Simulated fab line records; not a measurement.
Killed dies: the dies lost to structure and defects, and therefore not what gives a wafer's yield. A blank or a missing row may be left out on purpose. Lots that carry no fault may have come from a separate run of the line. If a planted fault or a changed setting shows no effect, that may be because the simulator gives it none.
A struck lot beside a sound one + flow sky130 + 18 out of 708 route steps
Sound: the wafers L616.2, L616.3, L616.4. The struck wafers were L633.1, L633.5, L633.6. Last of all comes the cause.
Order at every step that has rows: each side's tool, ch and its chambers, its first start. Under that, the readings that differ: sound wafers + struck wafers + difference of the means + sigmas: that difference in standard deviations of wafers without a fault.
alike: readings with means less than 2 such deviations apart, plus words and numbers identical on both sides. not compared: withheld readings, readings lacking a value on some wafer, bounds such as >300 that could conceal the same value, and numbers that have no deviation in the record and whose values overlap.
A row with sigmas, a row that says differs or no value, or rows on one side alone: a step with any of these is where the two part. Non-overlapping numbers with no deviation appear without sigmas and do not part them. Lack of a reading on every wafer of one side parts them only where that side has two or more wafers.

first, 7 steps without rows for these wafers: SKY_LDD_N_IMPLANT_09; SKY_LDD_N_IMPLANT_10; SKY_LDD_N_IMPLANT_11; SKY_LDD_N_IMPLANT_12; SKY_LDD_N_IMPLANT_13; SKY_LDD_N_IMPLANT_14; SKY_LDD_N_IMPLANT_15.
SKY_LDD_N_STRIP_16: strips in O2/N2.
  sound on plasma_asher-03 ch 0,1, day 17 21:49; struck on plasma_asher-03 ch 0,1, day 24 15:44
  alike: chamber_pressure_mTorr, drypump_motor_current_A, n2_flow_sccm, o2_flow_sccm, oes_product_au, strip_time_to_endpoint_s
  not compared: rf_hours_counter_h
SKY_LDD_N_TW_MEAS_17:
  struck on film_metro-04, day 24 15:50; sound on film_metro-03, day 17 21:56
  alike: LDD_N_TW
then, 3 steps without rows for these wafers: SKY_LDD_P_DEHYDRATE_00 (time 60 s); SKY_LDD_P_HMDS_01 (prime time 60 s); SKY_LDD_P_COAT_02 (resist thk 1140 nm).
SKY_LDD_P_SOFTBAKE_03: time 60 s.
  sound on litho_track-04 ch 0, day 18 12:31; struck on litho_track-02 ch 0, day 25 06:51
| reading                  | sound             | struck            | difference | sigmas |
|--------------------------|-------------------|-------------------|------------|--------|
| exhaust_pa (Pa)          | 43.9 43.6 43.9    | 46.2 46.2 45.4    | +2.1       | +2     |
| heater_power_total_W (W) | 56.65 56.61 56.62 | 59.38 59.30 59.38 | +2.73      | +62    |
| plate_temp_C (C)         | 90.14 90.11 90.03 | 92.95 92.96 93.17 | +2.93      | +23    |
  not compared: model.NOVOLAK_of_LDD_P_COAT_02.thk_nm
then, 2 steps without rows for these wafers: SKY_LDD_P_EXPOSE_04 (exposes mask PSDM, target cd 380 nm); SKY_LDD_P_PEB_05.
SKY_LDD_P_DEVELOP_06: develop time 60 s.
  sound on litho_track-02 ch 0, day 19 03:29; struck on litho_track-03 ch 0, day 25 20:42
  alike: exhaust_pa
  not compared: model.NOVOLAK_of_LDD_P_COAT_02.thk_nm
SKY_LDD_P_CD_MEAS_07: the cd target is 380 nm.
  struck on cd_sem-02, day 25 20:51; sound on cd_sem-02, day 19 03:37
  alike: cd_nm
-- the record jumps here: 24 days lie between the struck wafers' starts before and after (it left off in module LDD_P and takes up again in module PAD_OPEN, whose first step shown is number 708 of the route) --
SKY_PAD_OPEN_PROBE_99:
  only the struck wafers here have rows in the record (prober-02, day 50 04:22); the sound ones have none

WHERE THEY PART
Earliest at SKY_LDD_P_SOFTBAKE_03; latest, in this record, at SKY_PAD_OPEN_PROBE_99.

WHY: what the simulator had put in
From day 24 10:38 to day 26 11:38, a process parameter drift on litho_track-02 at SKY_LDD_P_SOFTBAKE_03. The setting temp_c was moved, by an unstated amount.
